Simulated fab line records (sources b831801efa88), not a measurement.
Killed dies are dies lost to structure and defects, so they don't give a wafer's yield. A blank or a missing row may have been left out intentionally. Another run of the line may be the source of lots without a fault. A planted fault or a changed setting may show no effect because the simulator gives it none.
fab line records	flow sfq_line
[record] lots = 6	wafers = 18	last_day = 86
route steps=325 shown I0@53 M1@58 I1@73 M2@88 M8@325
lots that met no fault: from a run of the same line without faults
start_h: hours from the record's opening day to when the first of the lot's shown wafers began	wait_h: hours since the lot's step before	" the same as in the row above	L1.1+2: several wafers, shown together as one row	- no value present, or no start provided	* or withheld: withheld	< > ~ a bound
route shown NAME@n: NAME is a module with steps in the file, n the number in the route of the first one	usual: mean/standard deviation taken from wafers without a fault	same: alike in all rows	chamber/n: place in a boat	sites: the reading at each site	_std_site: the values' standard deviation	_edge_site: the outer-site mean with the inner-site mean subtracted	radius_mm: how far each site lies from the wafer's centre	mask NAME#n: copy n	behind: the most recent tool/chamber to have shaped the wafer	hold: the reason the lot was held/the length of the hold in hours/how it ended	device: the n, p or np transistor that did not switch	end of line: the route-end tests of the same wafers	for a step that has no rows: nothing shown but its recipe	killed: at the first sort, the dies lost to defects and structure; wafer yield is something else	map: the dies of a wafer, with x for killed, . for not killed, _ for no die there
set.NAME: setting as actually run; set.NAME@STEP: the setting as run at that earlier step	model.NAME: the simulator's own value behind a step, which no gauge read
certain route steps with their lots: each step a table, each wafer a row
services: when a tool's chamber went out of use (start_h, in hours from the record's first day, below 0 if earlier), for how many hours, and the reason
[[steps]]
[step SFQ_I0_OVL_MEAS_908]
[usual] I0_OVL = -3/5.6
lot.wafer	tool	chamber	start_h	wait_h	I0_OVL[nm]
L987.2	overlay-02	-	413.62	0.1	-5
L987.4	"	-	"	"	-4
L987.5	"	-	"	"	0
L988.3	overlay-02	-	423.23	0.1	-3
L988.4	"	-	"	"	-2
L988.6	"	-	"	"	-12
L997.1	overlay-01	-	499.49	0.1	0
L997.4	"	-	"	"	4
L997.6	"	-	"	"	3
L998.1	overlay-01	-	515.09	0.1	0
L998.2	"	-	"	"	-1
L998.5	"	-	"	"	-3
L999.1	overlay-01	-	527.09	0.1	-11
L999.3	"	-	"	"	-6
L999.5	"	-	"	"	-9
L107.1	overlay-01	-	639.23	0.1	1
L107.4	"	-	"	"	-1
L107.5	"	-	"	"	3
[step SFQ_TRILAYER_I0_VIA_BARC_OPEN_VIA_ETCH_046]
[recipe] mask_material = PR	chemistry = O2	target_depth_nm = 125	target = BARC	source_w = 500	bias_w = 80	pressure_mtorr = 30	time_s = 41.7
[usual] chamber_pressure_mTorr = 29.998/0.028	drypump_motor_current_A = 5.6/0.31	oes_product_au = 0.685/0.0045
lot.wafer	tool	chamber	start_h	wait_h	chamber_pressure_mTorr	drypump_motor_current_A	oes_product_au	rf_hours_counter_h
L987.2	rie_diel-02	1	413.65	0.0	30.028	5.8	0.691	0
L987.4	"	1	"	"	29.943	5.8	0.685	-
L987.5	"	3	"	"	29.960	5.8	0.693	-
L988.3	rie_diel-02	3	423.25	0.0	29.927	5.8	0.695	2
L988.4	"	1	"	"	29.971	5.8	0.686	1
L988.6	"	3	"	"	30.012	5.8	0.680	-
L997.1	rie_diel-02	0	499.53	0.0	30.060	5.4	0.687	4
L997.4	"	3	"	"	30.019	5.8	0.685	3
L997.6	"	0	"	"	30.022	5.4	0.686	-
L998.1	rie_diel-02	1	515.13	0.0	30.014	5.8	0.679	2
L998.2	"	0	"	"	29.978	5.5	0.688	5
L998.5	"	0	"	"	30.007	5.5	0.689	-
L999.1	rie_diel-02	3	527.13	0.0	30.003	5.8	0.684	3
L999.3	"	0	"	"	30.021	5.5	0.683	5
L999.5	"	3	"	"	29.988	5.7	0.685	-
L107.1	rie_diel-02	2	639.26	0.0	29.991	5.5	0.686	0
L107.4	"	1	"	"	29.997	5.8	0.680	4
L107.5	"	2	"	"	30.032	5.5	0.688	-
[step SFQ_TRILAYER_I0_VIA_ETCH_VIA_ETCH_034]
[recipe] target = SiO2	stop_on = Nb	mask_material = PR	taper_deg = 20	chemistry = CHF3	target_depth_nm = 260	source_w = 500	bias_w = 80	pressure_mtorr = 30	time_s = withheld
[step SFQ_TRILAYER_I0_VIA_STRIP_STRIP_035]
[recipe] gas = O2	power_w = 200	platen_temp_c = 40	overash_fraction = 0.65	chemistry = O2	pressure_mtorr = 50
[usual] chamber_pressure_mTorr = 50.00/0.042	drypump_motor_current_A = 5.7/0.31	oes_product_au = 0.998/0.012
lot.wafer	tool	chamber	start_h	wait_h	chamber_pressure_mTorr	drypump_motor_current_A	oes_product_au	rf_hours_counter_h
L987.2	rie_metal-02	0	413.81	-	50.00	5.4	0.997	75
L987.4	"	0	"	"	50.07	5.4	0.999	-
L987.5	"	0	"	"	49.97	5.4	0.994	-
L988.3	rie_metal-02	1	423.61	-	50.02	6.2	1.004	-
L988.4	"	0	"	"	49.96	5.4	1.001	-
L988.6	"	1	"	"	50.04	6.2	0.992	-
L997.1	rie_metal-04	0	499.68	-	49.99	5.7	0.983	17
L997.4	"	0	"	"	49.96	5.7	0.979	-
L997.6	"	1	"	"	50.01	5.5	0.991	-
L998.1	rie_metal-01	0	515.28	-	50.02	5.6	1.005	17
L998.2	"	1	"	"	50.03	5.3	0.990	31
L998.5	"	1	"	"	49.94	5.3	1.003	-
L999.1	rie_metal-04	1	527.28	-	50.00	5.6	0.993	68
L999.3	"	1	"	"	49.98	5.5	0.982	-
L999.5	"	1	"	"	50.00	5.5	0.990	-
L107.1	rie_metal-01	1	639.42	-	50.05	5.3	1.005	49
L107.4	"	1	"	"	49.98	5.3	0.980	-
L107.5	"	0	"	"	49.98	5.6	1.013	-
[step SFQ_TRILAYER_I0_VIA_STRIP_SOLV_CLEAN_036]
[recipe] chemistry = NMP	temp_c = 70	time_s = 600
[step SFQ_TRILAYER_M1_DEP_PRE_CLEAN_038]
[recipe] gas = Ar	time_s = 22.5	bias_v = 250
[step SFQ_TRILAYER_M1_DEP_SPUTTER_037]
[recipe] material = Nb	base_pressure_pa = 1.33e-06	chamber_pressure_pa = 0.1333	substrate_temp_c = 20	resputter_cathode_voltage_v = 400	target_thk_nm = 200	power_w = 2000	time_s = 133.3
[step SFQ_M1_RS_MEAS_909]
[recipe] thk_meas_gauge = four-point-probe	reads = Nb_of_TRILAYER_M1_DEP_SPUTTER_037
[usual] M1_NB_RS = 0.889/0.0099
lot.wafer	tool	chamber	start_h	wait_h	M1_NB_RS[ohm/sq]
L987.2	film_metro-03	-	414.72	0.1	0.880
L987.4	"	-	"	"	0.868
L987.5	"	-	"	"	0.879
L988.3	film_metro-04	-	424.34	0.1	0.894
L988.4	"	-	"	"	0.890
L988.6	"	-	"	"	0.895
L997.1	film_metro-03	-	500.58	0.0	0.887
L997.4	"	-	"	"	0.894
L997.6	"	-	"	"	0.891
L998.1	film_metro-04	-	516.18	0.0	0.892
L998.2	"	-	"	"	0.899
L998.5	"	-	"	"	0.894
L999.1	film_metro-03	-	528.95	0.0	0.893
L999.3	"	-	"	"	0.896
L999.5	"	-	"	"	0.892
L107.1	film_metro-03	-	640.33	0.0	0.907
L107.4	"	-	"	"	0.890
L107.5	"	-	"	"	0.898
[step SFQ_TRILAYER_M1_LITHO_COAT_044]
[recipe] resist = BARC	spin_rpm = 3000	resist_thk_nm = 62
[step SFQ_TRILAYER_M1_LITHO_COAT_039]
[recipe] resist = KrF	spin_rpm = 3000	resist_thk_nm = 600
[step SFQ_TRILAYER_M1_LITHO_SOFTBAKE_043]
[recipe] temp_c = withheld	time_s = withheld	resist = KrF
[step SFQ_TRILAYER_M1_LITHO_EXPOSE_040]
[recipe] mask_id = M1	na = 0.6	source_shape = conventional	sigma_outer = 0.65	target_cd_nm = 500	dose_mj = 14.4
[same] sigma_outer = 0.65
lot.wafer	tool	chamber	start_h	wait_h	mask
L987.2+4+5	krf_scanner-02	0	562.17	-	M1#0
L988.3+4+6	krf_scanner-02	0	573.17	-	M1#0
L997.1+4+6	krf_scanner-01	0	655.41	-	M1#0
L998.1+2+5	krf_scanner-01	0	671.01	-	M1#0
L999.1+3+5	krf_scanner-01	0	683.01	-	M1#0
L107.1+4+5	krf_scanner-01	0	779.20	-	M1#0
[step SFQ_TRILAYER_M1_LITHO_PEB_042]
[recipe] peb_temp_c = 115	peb_time_s = 60	resist = KrF
[step SFQ_TRILAYER_M1_LITHO_DEVELOP_041]
[recipe] time_s = 60	resist = KrF
[step SFQ_M1_OVL_MEAS_911]
[usual] M1_OVL = 1/4.9
lot.wafer	tool	chamber	start_h	wait_h	M1_OVL[nm]
L987.2	overlay-01	-	563.47	0.1	5
L987.4	"	-	"	"	2
L987.5	"	-	"	"	1
L988.3	overlay-01	-	574.28	0.1	5
L988.4	"	-	"	"	2
L988.6	"	-	"	"	4
L997.1	overlay-01	-	656.91	0.1	9
L997.4	"	-	"	"	7
L997.6	"	-	"	"	8
L998.1	overlay-01	-	672.51	0.1	6
L998.2	"	-	"	"	8
L998.5	"	-	"	"	7
L999.1	overlay-01	-	684.51	0.1	-11
L999.3	"	-	"	"	-7
L999.5	"	-	"	"	-11
L107.1	overlay-02	-	780.70	0.1	10
L107.4	"	-	"	"	0
L107.5	"	-	"	"	10
[step SFQ_TRILAYER_M1_BARC_OPEN_METAL_ETCH_054]
[recipe] mask_material = PR	chemistry = O2	target_depth_nm = 125	target = BARC	icp_w = 600	bias_w = 80	pressure_mtorr = 10	time_s = 41.7
[usual] chamber_pressure_mTorr = 10.000/0.0093	drypump_motor_current_A = 5.9/0.4	oes_product_au = 0.686/0.0044
lot.wafer	tool	chamber	start_h	wait_h	chamber_pressure_mTorr	drypump_motor_current_A	oes_product_au	rf_hours_counter_h	model.M1.cd_nm
L987.2	rie_metal-04	0	563.50	0.0	10.002	5.7	0.688	23	502.3
L987.4	"	1	"	"	10.016	5.6	0.691	-	500.8
L987.5	"	0	"	"	10.003	5.7	0.690	-	502.4
L988.3	rie_metal-02	1	574.32	0.0	9.996	6.2	0.687	-	502.6
L988.4	"	0	"	"	9.993	5.4	0.682	-	501
L988.6	"	0	"	"	9.999	5.4	0.683	-	502.6
L997.1	rie_metal-02	1	656.94	0.0	10.003	6.2	0.690	133	502.4
L997.4	"	0	"	"	9.987	5.4	0.693	-	500.8
L997.6	"	1	"	"	10.000	6.2	0.682	-	502.1
L998.1	rie_metal-04	0	672.54	0.0	9.997	5.7	0.680	37	502.5
L998.2	"	1	"	"	9.978	5.5	0.679	85	498.9
L998.5	"	0	"	"	10.001	5.7	0.682	-	455.7
L999.1	rie_metal-02	1	684.54	0.0	10.001	6.2	0.692	137	500.5
L999.3	"	1	"	"	9.993	6.2	0.687	-	453.8
L999.5	"	0	"	"	10.027	5.4	0.681	-	451.5
L107.1	rie_metal-03	0	780.74	0.0	9.992	6.2	0.685	75	499.5
L107.4	"	0	"	"	10.001	6.2	0.689	-	500.1
L107.5	"	1	"	"	9.988	6.6	0.691	-	500.2
[step SFQ_TRILAYER_M1_ETCH_METAL_ETCH_042]
[recipe] target = Nb	stop_on = SiO2	mask_material = PR	chemistry = Cl2/Ar	target_depth_nm = 240	icp_w = 600	bias_w = 80	pressure_mtorr = 10	time_s = 120
[usual] chamber_pressure_mTorr = 10.001/0.0088	drypump_motor_current_A = 5.9/0.4	oes_product_au = 0.893/0.0069
lot.wafer	tool	chamber	start_h	wait_h	chamber_pressure_mTorr	drypump_motor_current_A	oes_product_au	rf_hours_counter_h	model.M1.cd_nm
L987.2	rie_metal-04	0	563.56	0.0	10.001	5.7	0.900	23	502.7
L987.4	"	1	"	"	10.002	5.5	0.901	-	502.4
L987.5	"	0	"	"	10.009	5.7	0.897	-	502.4
L988.3	rie_metal-02	1	574.41	0.1	9.999	6.2	0.893	-	502.5
L988.4	"	0	"	"	10.009	5.4	0.899	-	501
L988.6	"	0	"	"	9.990	5.4	0.897	-	503.3
L997.1	rie_metal-02	1	657.00	0.0	10.006	6.2	0.894	133	500
L997.4	"	0	"	"	10.000	5.4	0.895	-	498.4
L997.6	"	1	"	"	9.993	6.2	0.895	-	499.5
L998.1	rie_metal-04	0	672.60	0.0	9.998	5.7	0.890	37	500.2
L998.2	"	1	"	"	10.001	5.5	0.888	85	498.6
L998.5	"	0	"	"	10.001	5.7	0.896	-	455.7
L999.1	rie_metal-02	1	684.60	0.0	9.991	6.2	0.895	137	499.6
L999.3	"	1	"	"	10.004	6.2	0.887	-	452.9
L999.5	"	0	"	"	9.999	5.4	0.893	-	451.1
L107.1	rie_metal-03	0	780.80	0.0	9.981	6.2	0.880	75	503.2
L107.4	"	0	"	"	10.003	6.2	0.894	-	502
L107.5	"	1	"	"	10.001	6.5	0.893	-	500.3
[step SFQ_TRILAYER_M1_STRIP_STRIP_043]
[recipe] gas = O2	power_w = 200	platen_temp_c = 40	overash_fraction = 0.65	chemistry = O2	pressure_mtorr = 50
[usual] chamber_pressure_mTorr = 50.00/0.043	drypump_motor_current_A = 5.9/0.4	oes_product_au = 1.000/0.012
lot.wafer	tool	chamber	start_h	wait_h	chamber_pressure_mTorr	drypump_motor_current_A	oes_product_au	rf_hours_counter_h
L987.2	rie_metal-04	0	563.69	0.1	50.04	5.7	0.985	23
L987.4	"	1	"	"	50.09	5.5	0.997	-
L987.5	"	0	"	"	50.03	5.7	0.993	-
L988.3	rie_metal-02	1	574.69	0.2	50.03	6.2	1.012	-
L988.4	"	0	"	"	50.01	5.4	0.992	-
L988.6	"	0	"	"	49.97	5.4	0.998	-
L997.1	rie_metal-02	1	657.13	0.1	50.03	6.2	1.011	133
L997.4	"	0	"	"	49.97	5.4	1.011	-
L997.6	"	1	"	"	49.98	6.2	1.010	-
L998.1	rie_metal-04	0	672.73	0.1	50.02	5.7	0.991	37
L998.2	"	1	"	"	49.98	5.5	0.988	85
L998.5	"	0	"	"	49.99	5.7	0.985	-
L999.1	rie_metal-02	1	684.73	0.1	50.02	6.2	1.000	137
L999.3	"	1	"	"	50.00	6.2	1.005	-
L999.5	"	0	"	"	49.96	5.4	1.007	-
L107.1	rie_metal-03	0	780.93	0.1	49.96	6.2	1.010	75
L107.4	"	0	"	"	49.97	6.2	1.003	-
L107.5	"	1	"	"	50.14	6.6	1.000	-
[step SFQ_TRILAYER_M1_STRIP_SOLV_CLEAN_044]
[recipe] chemistry = NMP	temp_c = 70	time_s = 600
[step SFQ_TRILAYER_I1_DEP_PECVD_045]
[recipe] material = SiO2	temp_c = 150	time_s = 111.11	pressure_torr = 2.4	rf_w = 183.3	precursor = SiH4/N2O	target_thk_nm = 500
[step SFQ_TRILAYER_I1_CMP_CMP_046]
[recipe] material = SiO2	down_force_psi = 3	platen_rpm = 60	pad_velocity_m_s = 0.94248
[usual] motor_current_A = 10.0/0.61	slurry_filter_dp_kPa = 13.53/0.13	time_to_endpoint_s = 212/7.8
lot.wafer	tool	chamber	start_h	wait_h	motor_current_A	slurry_filter_dp_kPa	time_to_endpoint_s
L987.4	cmp-02	1	564.54	0.0	9.7	13.26	221
L987.2	"	2	"	"	10.6	13.44	223
L987.5	"	1	566.54	2.0	9.8	13.36	221
L988.4	cmp-01	3	576.50	1.2	9.5	13.90	215
L988.3	"	0	"	"	10.9	13.41	215
L988.6	"	2	578.00	2.7	10.6	13.61	214
L997.4	cmp-02	3	661.76	3.6	9.3	13.70	210
L997.1	"	0	"	"	8.8	13.65	212
L997.6	"	3	663.76	5.6	9.3	13.55	211
L998.2	cmp-02	2	680.26	6.5	10.5	13.39	210
L998.1	"	0	681.26	7.5	9.3	13.58	205
L998.5	"	2	682.26	8.5	10.1	13.46	220
L999.1	cmp-02	3	688.76	3.2	9.7	13.58	192
L999.3	"	1	689.76	4.2	10.5	13.74	208
L999.5	"	3	690.76	5.2	9.4	13.63	208
L107.4	cmp-02	0	798.62	16.7	10.3	13.77	211
L107.1	"	1	"	"	9.8	13.58	212
L107.5	"	3	800.12	18.2	9.2	13.64	214
[step SFQ_I1_BOW_MEAS_912]
[recipe] mode = bow
[usual] I1_BOW = 0/6.6
lot.wafer	tool	chamber	start_h	wait_h	I1_BOW[um]
L987.2	film_metro-03	-	567.56	2.0	-3
L987.4	"	-	"	"	11
L987.5	"	-	"	"	3
L988.3	film_metro-04	-	579.04	1.5	7
L988.4	"	-	"	"	7
L988.6	"	-	"	"	8
L997.1	film_metro-04	-	664.76	2.0	3
L997.4	"	-	"	"	3
L997.6	"	-	"	"	9
L998.1	film_metro-01	-	682.76	1.0	6
L998.2	"	-	"	"	0
L998.5	"	-	"	"	6
L999.1	film_metro-04	-	691.76	2.5	-1
L999.3	"	-	"	"	-5
L999.5	"	-	"	"	1
L107.1	film_metro-01	-	801.12	1.5	-6
L107.4	"	-	"	"	-8
L107.5	"	-	"	"	-7
[step SFQ_TRILAYER_I1_METRO_MEASURE_047]
[step SFQ_TRILAYER_I1_VIA_LITHO_COAT_054]
[recipe] resist = BARC	spin_rpm = 3000	resist_thk_nm = 62
[step SFQ_TRILAYER_I1_VIA_LITHO_COAT_049]
[recipe] resist = KrF	spin_rpm = 3000	resist_thk_nm = 650
[step SFQ_TRILAYER_I1_VIA_LITHO_SOFTBAKE_053]
[recipe] temp_c = withheld	time_s = withheld	resist = KrF
[step SFQ_TRILAYER_I1_VIA_LITHO_EXPOSE_050]
[recipe] mask_id = I1	na = 0.6	source_shape = conventional	sigma_outer = 0.65	target_cd_nm = 500	dose_mj = 21.3
[step SFQ_TRILAYER_I1_VIA_LITHO_PEB_052]
[recipe] peb_temp_c = 115	peb_time_s = 60	resist = KrF
[step SFQ_TRILAYER_I1_VIA_LITHO_DEVELOP_051]
[recipe] time_s = 60	resist = KrF
[step SFQ_I1_OVL_MEAS_913]
[usual] I1_OVL = 0/4.9
lot.wafer	tool	chamber	start_h	wait_h	I1_OVL[nm]
L987.2	overlay-01	-	647.63	0.1	-12
L987.4	"	-	"	"	-7
L987.5	"	-	"	"	-7
L988.3	overlay-01	-	648.84	0.1	5
L988.4	"	-	"	"	-2
L988.6	"	-	"	"	6
L997.1	overlay-01	-	816.83	0.1	6
L997.4	"	-	"	"	2
L997.6	"	-	"	"	-4
L998.1	overlay-02	-	831.23	0.1	-12
L998.2	"	-	"	"	-9
L998.5	"	-	"	"	-4
L999.1	overlay-02	-	840.83	0.1	1
L999.3	"	-	"	"	5
L999.5	"	-	"	"	4
L107.1	overlay-02	-	937.56	0.1	0
L107.4	"	-	"	"	-5
L107.5	"	-	"	"	0
[step SFQ_TRILAYER_I1_VIA_BARC_OPEN_VIA_ETCH_071]
[recipe] mask_material = PR	chemistry = O2	target_depth_nm = 125	target = BARC	source_w = 500	bias_w = 80	pressure_mtorr = 30	time_s = 41.7
[usual] chamber_pressure_mTorr = 29.998/0.028	drypump_motor_current_A = 5.56/0.24	oes_product_au = 0.685/0.0052
lot.wafer	tool	chamber	start_h	wait_h	chamber_pressure_mTorr	drypump_motor_current_A	oes_product_au	rf_hours_counter_h
L987.2	rie_diel-04	3	647.66	0.0	30.004	5.37	0.683	3
L987.4	"	1	"	"	30.048	5.96	0.680	6
L987.5	"	1	"	"	30.013	5.95	0.680	-
L988.3	rie_diel-02	1	648.86	0.0	29.935	5.75	0.686	4
L988.4	"	3	"	"	29.978	5.77	0.693	5
L988.6	"	0	"	"	30.005	5.53	0.691	-
L997.1	rie_diel-04	3	816.87	0.0	30.031	5.38	0.682	5
L997.4	"	1	"	"	29.988	5.98	0.686	-
L997.6	"	3	"	"	29.984	5.38	0.690	-
L998.1	rie_diel-01	0	831.27	0.0	29.994	5.09	0.681	3
L998.2	"	2	"	"	29.995	5.40	0.688	5
L998.5	"	3	"	"	29.987	5.67	0.691	-
L999.1	rie_diel-01	3	840.87	0.0	30.019	5.66	0.681	13
L999.3	"	1	"	"	29.955	5.57	0.690	2
L999.5	"	1	"	"	30.018	5.57	0.679	-
L107.1	rie_diel-02	3	937.59	0.0	29.996	5.78	0.692	9
L107.4	"	1	"	"	29.992	5.75	0.683	8
L107.5	"	2	"	"	29.968	5.58	0.685	-
[step SFQ_TRILAYER_I1_VIA_ETCH_VIA_ETCH_052]
[recipe] target = SiO2	stop_on = Nb	mask_material = PR	taper_deg = 20	chemistry = CHF3	target_depth_nm = 260	source_w = 500	bias_w = 80	pressure_mtorr = 30	time_s = withheld
[step SFQ_TRILAYER_I1_VIA_STRIP_STRIP_053]
[recipe] gas = O2	power_w = 200	platen_temp_c = 40	overash_fraction = 0.65	chemistry = O2	pressure_mtorr = 50
[step SFQ_TRILAYER_I1_VIA_STRIP_SOLV_CLEAN_054]
[recipe] chemistry = NMP	temp_c = 70	time_s = 600
[step SFQ_TRILAYER_M2_DEP_PRE_CLEAN_056]
[recipe] gas = Ar	time_s = 22.5	bias_v = 250
[step SFQ_TRILAYER_M2_DEP_SPUTTER_055]
[recipe] material = Nb	base_pressure_pa = 1.33e-06	chamber_pressure_pa = 0.1333	substrate_temp_c = 20	resputter_cathode_voltage_v = 400	target_thk_nm = 200	power_w = 2000	time_s = 133.3
[step SFQ_M2_RS_MEAS_914]
[recipe] thk_meas_gauge = four-point-probe	reads = Nb_of_TRILAYER_M2_DEP_SPUTTER_055
[usual] M2_NB_RS = 0.884/0.014
lot.wafer	tool	chamber	start_h	wait_h	M2_NB_RS[ohm/sq]
L987.2	film_metro-02	-	648.73	0.1	0.915
L987.4	"	-	"	"	0.893
L987.5	"	-	"	"	0.894
L988.3	film_metro-02	-	649.95	0.1	0.887
L988.4	"	-	"	"	0.869
L988.6	"	-	"	"	0.897
L997.1	film_metro-03	-	817.91	0.0	0.882
L997.4	"	-	"	"	0.884
L997.6	"	-	"	"	0.860
L998.1	film_metro-01	-	832.31	0.0	0.867
L998.2	"	-	"	"	0.863
L998.5	"	-	"	"	0.864
L999.1	film_metro-02	-	841.91	0.0	0.881
L999.3	"	-	"	"	0.883
L999.5	"	-	"	"	0.866
L107.1	film_metro-02	-	938.64	0.0	0.885
L107.4	"	-	"	"	0.887
L107.5	"	-	"	"	0.883
[step SFQ_TRILAYER_M2_LITHO_COAT_062]
[recipe] resist = BARC	spin_rpm = 3000	resist_thk_nm = 62
[step SFQ_TRILAYER_M2_LITHO_COAT_057]
[recipe] resist = KrF	spin_rpm = 3000	resist_thk_nm = 600
[step SFQ_TRILAYER_M2_LITHO_SOFTBAKE_061]
[recipe] temp_c = withheld	time_s = withheld	resist = KrF
[step SFQ_M8_BOW_MEAS_951]
[recipe] mode = bow
[usual] M8_BOW = 5/11
lot.wafer	tool	chamber	start_h	wait_h	M8_BOW[um]	model.etest.m1.ohm_um
L987.2	film_metro-02	-	1834.84	0.0	-1	1.757
L987.4	"	-	"	"	12	1.731
L987.5	"	-	"	"	4	1.755
L988.3	film_metro-02	-	1837.26	0.0	16	1.772
L988.4	"	-	"	"	17	1.771
L988.6	"	-	"	"	18	1.775
L997.1	film_metro-04	-	2015.43	0.0	1	1.775
L997.4	"	-	"	"	2	1.795
L997.6	"	-	"	"	8	1.787
L998.1	film_metro-02	-	2019.03	0.0	14	1.777
L998.2	"	-	"	"	7	1.801
L998.5	"	-	"	"	14	1.959
L999.1	film_metro-01	-	2022.63	0.0	12	1.79
L999.3	"	-	"	"	8	1.982
L999.5	"	-	"	"	14	1.981
L107.1	film_metro-01	-	2054.71	0.0	-1	1.805
L107.4	"	-	"	"	-2	1.776
L107.5	"	-	"	"	0	1.796
[[services]]
tool	chamber	start_h	hours	kind
rie_diel-02	2	391.68	6.4	repair
rie_diel-02	0	398.65	9.3	repair
rie_diel-02	2	413.32	5.1	repair
rie_diel-02	3	473.73	12.4	repair
rie_diel-02	2	511.69	12.7	repair
rie_metal-04	0	526.54	5.2	repair
rie_diel-02	-	546.72	2.8	pm
rie_diel-02	3	552.27	40.7	repair
rie_diel-02	1	566.85	6.0	repair
rie_diel-02	2	572.82	10.1	repair
rie_metal-04	1	579.56	3.3	repair
rie_metal-04	-	624.32	2.8	pm
rie_diel-02	1	676.52	4.2	repair
rie_metal-04	0	682.35	22.8	repair
rie_metal-02	-	686.48	0.4	repair
rie_metal-02	1	723.64	10.1	repair
rie_diel-02	1	744.80	2.3	repair
rie_metal-04	-	750.68	1.3	repair
rie_diel-02	1	770.43	4.3	repair
rie_diel-02	0	785.22	20.2	repair
rie_metal-04	-	804.54	0.7	repair
rie_metal-02	-	813.21	1.2	repair
rie_metal-04	0	831.78	5.8	repair
rie_diel-02	0	843.31	5.9	repair
[[key]]
first_sign none at tools or gauges
[model_effect] step = SFQ_TRILAYER_M1_BARC_OPEN_METAL_ETCH_054	value = M1.cd_nm	without = 500.5	struck = 453.7
[model_effect] step = SFQ_TRILAYER_M1_ETCH_METAL_ETCH_042	value = M1.cd_nm	without = 500	struck = 453.2
[model_effect] step = SFQ_M8_BOW_MEAS_951	value = etest.m1.ohm_um	without = 1.789	struck = 1.974
met_at SFQ_TRILAYER_M1_LITHO_EXPOSE_040
struck_wafers L998.5,L999.3,L999.5
onset_between 655.41 671.01
[fault] kind = process_parameter_drift	tool = krf_scanner-01	chamber = -	onset_h = 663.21	steps = SFQ_TRILAYER_M1_LITHO_EXPOSE_040	channel = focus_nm	offset = 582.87	shape = step	end_h = 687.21	scope = struck_wafers_only
